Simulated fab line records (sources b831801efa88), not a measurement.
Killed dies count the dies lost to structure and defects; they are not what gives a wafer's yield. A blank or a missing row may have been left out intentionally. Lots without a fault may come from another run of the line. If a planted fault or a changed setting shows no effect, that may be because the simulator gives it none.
Which tool was responsible?    flow gf180mcu    Sampling: 11 lots, 33 wafers, 2 of 602 route steps

WHAT EACH GAUGE READ, for each wafer
GF_M5_CD_MEAS_07: the cd target is 280 nm. Usual: cd nm reads 279.7 nm (standard deviation 1.1).
lot   measured      on         cd nm (nm)         flag
L640  day 26 23:07  cd sem-02  280.4 280.6 281.3  
L642  day 27 13:37  cd sem-01  279.3 279.3 278.5  
L643  day 27 23:13  cd sem-01  281.7 282.1 281.7  
L644  day 28 08:07  cd sem-01  280.7 282.1 279.8  
L645  day 28 12:01  cd sem-02  278.8 278.7 279.9  
L646  day 28 21:52  cd sem-02  280.7 279.3 279.6  
L647  day 29 06:10  cd sem-01  279.0 278.9 279.8  
L648  day 29 11:58  cd sem-02  281.3 281.4 281.3  
L656  day 31 16:58  cd sem-01  278.6 279.1 279.1  
L658  day 32 01:25  cd sem-01  280.7 278.4 279.7  
L660  day 32 15:34  cd sem-02  278.1 279.0 278.3  

EACH LOT AND THE TOOL THAT RAN IT (in order: tool; ch and the chambers of the sampled wafers; start)
lot   GF_MIM_METAL_ETCH_19
L640  rie metal-03 ch 0,1, day 26 01:42
L642  rie metal-01 ch 1, day 26 16:24
L643  rie metal-03 ch 1, day 27 03:04
L644  rie metal-01 ch 0,1, day 27 11:46
L645  rie metal-02 ch 0,1, day 27 15:47
L646  rie metal-03 ch 0,1, day 28 02:44
L647  rie metal-02 ch 0,1, day 28 10:43
L648  rie metal-01 ch 0,1, day 28 16:28
L656  rie metal-01 ch 0,1, day 30 23:18
L658  rie metal-02 ch 0,1, day 31 07:03
L660  rie metal-01 ch 0,1, day 31 22:18
- GF_MIM_METAL_ETCH_19: etches the open film in Cl2/BCl3, stops on Si3N4, target depth 324.5 nm, time 54.1 s.

AS READ BY THE TOOLS THEMSELVES (means over the sampled wafers that have a number; for cases with no such wafer, the mark the record gives instead)
GF_MIM_METAL_ETCH_19. Usual: bcl3 flow sccm 40.01 sccm, standard deviation 0.11; bias w 140.1 W, standard deviation 0.42; drypump motor current A 5.4 A, standard deviation 0.51; he backside leak sccm 3.3 sccm, standard deviation 0.39; oes product au 0.943 a.u., standard deviation 0.0067; throttle valve pct 28.281 %, standard deviation 0.011.
lot   tool          bcl3 flow sccm (sccm)  bias w (W)  drypump motor current A (A)  he backside leak sccm (sccm)  oes product au (a.u.)  throttle valve pct (%)  flag
L640  rie metal-03  39.94                  139.9       5.5                          3.3                           0.948                  28.275                  
L642  rie metal-01  40.01                  139.7       5.2                          3.0                           0.942                  28.284                  
L643  rie metal-03  39.90                  140.2       5.9                          3.2                           0.945                  28.285                  
L644  rie metal-01  39.96                  139.9       5.5                          3.1                           0.944                  28.285                  
L645  rie metal-02  40.01                  140.0       5.4                          3.3                           0.946                  28.275                  
L646  rie metal-03  40.03                  140.2       5.1                          3.3                           0.947                  28.277                  
L647  rie metal-02  40.01                  139.9       5.3                          3.6                           0.949                  28.287                  
L648  rie metal-01  40.02                  140.2       5.6                          3.3                           0.934                  28.290                  
L656  rie metal-01  40.00                  139.6       5.6                          3.2                           0.939                  28.284                  
L658  rie metal-02  39.96                  140.0       5.3                          3.5                           0.941                  28.297                  
L660  rie metal-01  40.12                  140.3       6.0                          3.3                           0.948                  28.277                  

THE ANSWER, worked out from the rows above alone
Rule: a lot is off if the mean of its wafers that have a number lies more than 3 standard deviations from the usual mean. Also off: a lot with no number at a reading for which 4 or more lots have one. All remaining lots with rows at the step are treated as sound. First the gauges in route order, then the tools' own readings, where a lot's mean is used as printed above. The first step at which some lot is off is used, and at that step the reading that is off furthest; a lot without a number counts as furthest.
None of the lots is off at any reading shown; this tells nothing.

WHAT WAS PUT IN BY THE SIMULATOR
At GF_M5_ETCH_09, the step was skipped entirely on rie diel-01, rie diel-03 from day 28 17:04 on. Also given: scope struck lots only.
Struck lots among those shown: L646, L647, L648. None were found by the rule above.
